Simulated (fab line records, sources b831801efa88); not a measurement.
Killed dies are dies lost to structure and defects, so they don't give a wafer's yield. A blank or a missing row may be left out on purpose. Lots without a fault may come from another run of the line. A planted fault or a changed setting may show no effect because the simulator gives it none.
Which tool did it? | flow sky130 | 12 lots, 36 wafers sampled, at 7 steps of a route of 708

WHAT THE GAUGES READ, wafer by wafer
SKY_LOCAL_INTERCONNECT_OVL_MEAS_12.
lot  | measured     | on         | LOCAL_INTERCONNECT_OVL (nm)
L509 | day 30 11:09 | overlay-01 | -3 -4 -6
L510 | day 30 19:01 | overlay-01 | -1 1 1
L512 | day 31 16:06 | overlay-01 | 2 -4 0
L516 | day 32 12:03 | overlay-01 | -7 -12 -4
L515 | day 32 14:52 | overlay-01 | -7 -10 -7
L517 | day 32 23:43 | overlay-02 | -18 -12 -11
L522 | day 34 14:01 | overlay-02 | 2 -3 -5
L523 | day 35 00:15 | overlay-01 | -5 -1 -6
L529 | day 36 19:52 | overlay-02 | -4 -5 -3
L530 | day 37 04:33 | overlay-02 | -2 0 1
L531 | day 37 07:04 | overlay-01 | -13 -13 -5
L532 | day 37 10:45 | overlay-02 | -15 -17 -6

SKY_CONTACT_THK_MEAS_03.
lot  | measured     | on            | CONTACT_HDPCVD_THK (nm)
L509 | day 30 12:06 | film_metro-02 | 557 554 561
L510 | day 30 19:56 | film_metro-02 | 557 558 558
L512 | day 31 17:02 | film_metro-04 | 570 576 569
L516 | day 32 12:59 | film_metro-04 | 562 570 575
L515 | day 32 15:49 | film_metro-04 | 569 573 575
L517 | day 33 00:37 | film_metro-03 | 567 571 570
L522 | day 34 14:58 | film_metro-03 | 559 571 559
L523 | day 35 01:10 | film_metro-02 | 578 575 577
L529 | day 36 20:46 | film_metro-02 | 570 576 571
L530 | day 37 05:30 | film_metro-04 | 556 554 570
L531 | day 37 07:58 | film_metro-03 | 574 568 573
L532 | day 37 11:40 | film_metro-03 | 570 567 572

SKY_CONTACT_RS_MEAS_25: measures by four-point-probe.
lot  | measured     | on            | CONTACT_W_RS (ohm/sq)
L509 | day 31 16:31 | film_metro-03 | 0.336 0.337 0.338
L510 | day 32 00:31 | film_metro-02 | 0.344 0.345 0.343
L512 | day 32 21:54 | film_metro-04 | 0.340 0.338 0.340
L516 | day 33 16:56 | film_metro-03 | 0.344 0.338 0.341
L515 | day 33 19:42 | film_metro-02 | 0.337 0.337 0.347
L517 | day 34 05:01 | film_metro-04 | 0.345 0.349 0.345
L522 | day 35 18:08 | film_metro-02 | 0.204 0.204 0.204
L523 | day 36 05:07 | film_metro-02 | 0.203 0.202 0.202
L529 | day 38 00:41 | film_metro-02 | 0.344 0.348 0.342
L530 | day 38 08:52 | film_metro-02 | 0.340 0.344 0.342
L531 | day 38 11:29 | film_metro-03 | 0.338 0.336 0.340
L532 | day 38 14:48 | film_metro-03 | 0.338 0.338 0.337

SKY_CONTACT_THK_MEAS_26: measures by xrf.
lot  | measured     | on            | CONTACT_W_THK (nm)
L509 | day 31 16:37 | film_metro-03 | 347 345 347
L510 | day 32 00:37 | film_metro-02 | 338 339 339
L512 | day 32 22:01 | film_metro-04 | 339 339 340
L516 | day 33 17:03 | film_metro-03 | 341 346 344
L515 | day 33 19:49 | film_metro-02 | 351 350 336
L517 | day 34 05:08 | film_metro-04 | 335 331 334
L522 | day 35 18:16 | film_metro-02 | - - -
L523 | day 36 05:14 | film_metro-02 | - - -
L529 | day 38 00:49 | film_metro-02 | 337 333 339
L530 | day 38 08:59 | film_metro-02 | 342 338 340
L531 | day 38 11:36 | film_metro-03 | 344 343 339
L532 | day 38 14:55 | film_metro-03 | 342 343 342

SKY_METAL1_THK_MEAS_06: measures by xrf.
lot  | measured     | on            | METAL1_ALCU_THK (nm)
L509 | day 31 17:14 | film_metro-01 | 248.3 249.5 247.2
L510 | day 32 03:17 | film_metro-04 | 247.2 247.4 246.4
L512 | day 32 22:38 | film_metro-01 | 248.1 248.0 247.7
L516 | day 33 17:40 | film_metro-04 | 249.7 250.2 251.0
L515 | day 33 20:26 | film_metro-04 | 245.7 248.9 250.1
L517 | day 34 05:58 | film_metro-04 | 246.3 245.5 248.3
L522 | day 35 18:53 | film_metro-04 | 251.3 248.4 242.4
L523 | day 36 05:51 | film_metro-03 | 252.6 254.7 256.0
L529 | day 38 01:26 | film_metro-04 | 249.7 249.7 248.9
L530 | day 38 09:37 | film_metro-03 | 249.4 248.2 249.8
L531 | day 38 12:13 | film_metro-04 | 256.4 254.7 256.3
L532 | day 38 15:32 | film_metro-01 | 245.6 250.0 250.7

WHICH TOOL RAN EACH LOT (tool, then ch and the chambers of the sampled wafers, then the start)
lot  | SKY_CONTACT_CVD_24            | SKY_CONTACT_CMP_27
L509 | cvd_w-01 ch 0,1, day 31 16:23 | cmp-01 ch 1,3, day 31 16:43
L510 | cvd_w-02 ch 0,1, day 32 00:24 | cmp-01 ch 2,3, day 32 02:45
L512 | cvd_w-02 ch 0,1, day 32 21:46 | cmp-02 ch 0,2,3, day 32 22:07
L516 | cvd_w-02 ch 0,1, day 33 16:49 | cmp-02 ch 1,3, day 33 17:09
L515 | cvd_w-02 ch 0,1, day 33 19:34 | cmp-01 ch 0,1,3, day 33 19:52
L517 | cvd_w-02 ch 0,1, day 34 04:53 | cmp-01 ch 0,1, day 34 05:27
L522 | cvd_w-01 ch 0,1, day 35 18:02 | cmp-01 ch 1,3, day 35 18:19
L523 | cvd_w-01 ch 1, day 36 04:55   | cmp-02 ch 1,3, day 36 05:17
L529 | cvd_w-02 ch 1, day 38 00:28   | cmp-02 ch 0,2,3, day 38 00:52
L530 | cvd_w-02 ch 0,1, day 38 08:46 | cmp-02 ch 0,1,2, day 38 09:09
L531 | cvd_w-01 ch 0,1, day 38 11:22 | cmp-02 ch 0,2,3, day 38 11:40
L532 | cvd_w-01 ch 0,1, day 38 14:40 | cmp-01 ch 0,2, day 38 14:58
- SKY_CONTACT_CVD_24: deposits W, target thk 340 nm, time 102.12 s.
- SKY_CONTACT_CMP_27: polishes, stops on SiO2, t overpolish 15 s, target thk 0 nm.

WHAT THE TOOLS THEMSELVES READ (means of the sampled wafers that have a number; where no wafer has one, the mark that the record gives instead)
SKY_CONTACT_CVD_24.
lot  | tool     | heater_power_w (W)
L509 | cvd_w-01 | 767
L510 | cvd_w-02 | 803
L512 | cvd_w-02 | 806
L516 | cvd_w-02 | 812
L515 | cvd_w-02 | 823
L517 | cvd_w-02 | 820
L522 | cvd_w-01 | 798
L523 | cvd_w-01 | 839
L529 | cvd_w-02 | 840
L530 | cvd_w-02 | 807
L531 | cvd_w-01 | 807
L532 | cvd_w-01 | 801

SKY_CONTACT_CMP_27.
lot  | tool   | motor_current_A (A) | time_to_endpoint_s (s)
L509 | cmp-01 | 10.7                | 78
L510 | cmp-01 | 11.0                | 81
L512 | cmp-02 | 10.3                | 80
L516 | cmp-02 | 10.6                | 79
L515 | cmp-01 | 10.0                | 82
L517 | cmp-01 | 9.9                 | 80
L522 | cmp-01 | 10.8                | 138
L523 | cmp-02 | 11.0                | 138
L529 | cmp-02 | 10.3                | 85
L530 | cmp-02 | 11.0                | 86
L531 | cmp-02 | 10.4                | 88
L532 | cmp-01 | 11.1                | 81

THE ANSWER, worked out from the rows above alone
Rule: what is usual is taken from the lots themselves. Put in order of their means at a reading, lots are off if they are a third of the lots or fewer, leave a main group of 4 or more, and stand apart from it by a gap of 3 or more times the standard deviation of the main group's means; of several such gaps the widest counts. A main group whose means are all the same, to the digits that the tables above print for the reading, isn't used. A lot without any number at a reading at which 4 lots or more have one is off too. The other lots that the step has rows for count as sound. The gauges are gone through in route order, then the tools' own readings, and for those a lot's mean is taken as printed above. The first step at which some lot is off is used, and at that step the reading that is off furthest; a lot without a number counts as furthest.
Off: L522, L523, at SKY_CONTACT_RS_MEAS_25 (CONTACT_W_RS). The main group: mean 0.341 ohm/sq, standard deviation 0.003.
A tool fits if, at a process step before that reading, it ran every lot that is off, and no sound lot after the first of them. The gauges at SKY_CONTACT_RS_MEAS_25 aren't tried: what is off there is off at SKY_CONTACT_CMP_27 too, on other tools, and a gauge's error can't cause that. None of those tried fits.

WHAT THE SIMULATOR HAD PUT IN
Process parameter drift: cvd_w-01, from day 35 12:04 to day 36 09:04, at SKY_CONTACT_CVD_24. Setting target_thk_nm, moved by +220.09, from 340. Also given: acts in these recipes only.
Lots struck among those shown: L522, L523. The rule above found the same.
